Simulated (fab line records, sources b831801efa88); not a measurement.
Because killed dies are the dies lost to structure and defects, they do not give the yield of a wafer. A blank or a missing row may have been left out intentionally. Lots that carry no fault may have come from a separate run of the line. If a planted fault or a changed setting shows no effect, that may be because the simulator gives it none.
The tool behind it: which one? ; flow sky130 ; 12 lots with 36 wafers sampled at 3 steps, on a route of 708 steps

WHAT EACH GAUGE READ, for each wafer
SKY_CAPM_RS_MEAS_03: measures by four-point-probe. Usual: CAPM_TIN_RS typically reads 6.91 ohm/sq, with standard deviation 0.059.
lot;measured;on;CAPM_TIN_RS (ohm/sq);flag
L183;day 37 07:34;film metro-04;7.02 7.03 7.01;
L185;day 37 08:29;film metro-04;6.98 6.95 6.97;
L186;day 37 16:56;film metro-02;6.88 6.95 6.92;
L187;day 38 05:47;film metro-02;6.96 5.27 6.92;OFF
L198;day 41 08:40;film metro-03;7.00 6.92 6.89;
L199;day 42 01:02;film metro-02;6.86 6.75 6.94;
L201;day 42 09:08;film metro-03;6.88 6.86 6.90;
L200;day 42 11:35;film metro-03;6.96 6.94 6.97;
L202;day 42 13:46;film metro-03;6.90 6.91 6.92;
L203;day 42 17:42;film metro-02;7.04 7.05 7.01;
L204;day 43 00:08;film metro-03;6.83 6.85 6.86;
L205;day 43 04:51;film metro-03;6.95 6.96 6.87;

SKY_CAPM_THK_MEAS_04: measures by xrf. Usual: CAPM_TIN_THK typically reads 198.8 nm, with standard deviation 1.8.
lot;measured;on;CAPM_TIN_THK (nm);flag
L183;day 37 07:40;film metro-04;196.3 196.3 197.0;
L185;day 37 08:37;film metro-04;197.9 198.3 198.7;
L186;day 37 17:02;film metro-02;201.5 198.6 199.1;
L187;day 38 05:53;film metro-02;197.4 259.4 197.7;OFF
L198;day 41 08:46;film metro-03;196.8 198.8 199.6;
L199;day 42 01:10;film metro-02;200.8 203.0 196.9;
L201;day 42 09:16;film metro-03;199.4 199.4 198.5;
L200;day 42 11:41;film metro-03;196.8 196.7 196.6;
L202;day 42 13:52;film metro-03;199.1 197.9 198.8;
L203;day 42 17:47;film metro-02;194.1 192.9 195.4;
L204;day 43 00:15;film metro-03;201.1 200.1 199.7;
L205;day 43 04:58;film metro-03;197.6 197.1 198.6;

WHAT TOOL EACH LOT RAN ON (gives the tool, then ch and the chambers of the sampled wafers, and finally the start)
lot;SKY_CAPM_SPUTTER_02
L183;pvd sputter-03, day 37 07:26
L185;pvd sputter-02, day 37 08:23
L186;pvd sputter-01, day 37 16:48
L187;pvd sputter-01, day 38 05:39
L198;pvd sputter-02, day 41 08:32
L199;pvd sputter-02, day 42 00:56
L201;pvd sputter-02, day 42 09:02
L200;pvd sputter-01, day 42 11:26
L202;pvd sputter-03, day 42 13:38
L203;pvd sputter-03, day 42 17:32
L204;pvd sputter-02, day 43 00:01
L205;pvd sputter-01, day 43 04:44
- SKY_CAPM_SPUTTER_02: material TiN, target thk 200 nm, time 166.7 s.

WHAT THE TOOLS THEMSELVES READ (means of the sampled wafers that have a number; where no wafer has one, the mark that the record gives instead)
SKY_CAPM_SPUTTER_02. Usual: cathode dc power W 6500.0 W, standard deviation 1.3; chamber pressure pa 0.4000 Pa, standard deviation 0.0008; throttle valve pct 30.6 %, standard deviation 1.1.
lot;tool;cathode dc power W (W);chamber pressure pa (Pa);throttle valve pct (%);flag
L183;pvd sputter-03;6500.5;0.4010;30.7;
L185;pvd sputter-02;6500.0;0.3998;29.4;
L186;pvd sputter-01;6499.4;0.4004;30.4;
L187;pvd sputter-01;6499.3;0.3995;31.2;
L198;pvd sputter-02;6499.4;0.4002;29.1;
L199;pvd sputter-02;6500.8;0.4004;29.7;
L201;pvd sputter-02;6499.2;0.4001;29.8;
L200;pvd sputter-01;6500.4;0.3996;30.0;
L202;pvd sputter-03;6501.2;0.3996;30.8;
L203;pvd sputter-03;6500.3;0.3999;31.7;
L204;pvd sputter-02;6498.3;0.3998;30.0;
L205;pvd sputter-01;6500.7;0.4006;30.8;

THE ANSWER, worked out from the rows above alone
Rule: lot off if the mean of its wafers having a number is beyond 3 standard deviations from the usual mean. Also off: a lot with no number at a reading for which 4 or more lots have one. Any other lot the step has rows for is counted as sound. Order of review: gauges by route order, followed by the tools' own readings, for which a lot's mean as printed above is used. At the first step where some lot is off, the reading lying furthest off is the one used; lots without a number count as furthest.
Off: at SKY_CAPM_RS_MEAS_03 (CAPM_TIN_RS), L187.
A tool fits if, at a process step before that reading, it ran every lot that is off, and no sound lot after the first of them. The gauges at SKY_CAPM_RS_MEAS_03 are tried like those tools. No candidate that was tried fits.

WHAT THE SIMULATOR HAD INSERTED
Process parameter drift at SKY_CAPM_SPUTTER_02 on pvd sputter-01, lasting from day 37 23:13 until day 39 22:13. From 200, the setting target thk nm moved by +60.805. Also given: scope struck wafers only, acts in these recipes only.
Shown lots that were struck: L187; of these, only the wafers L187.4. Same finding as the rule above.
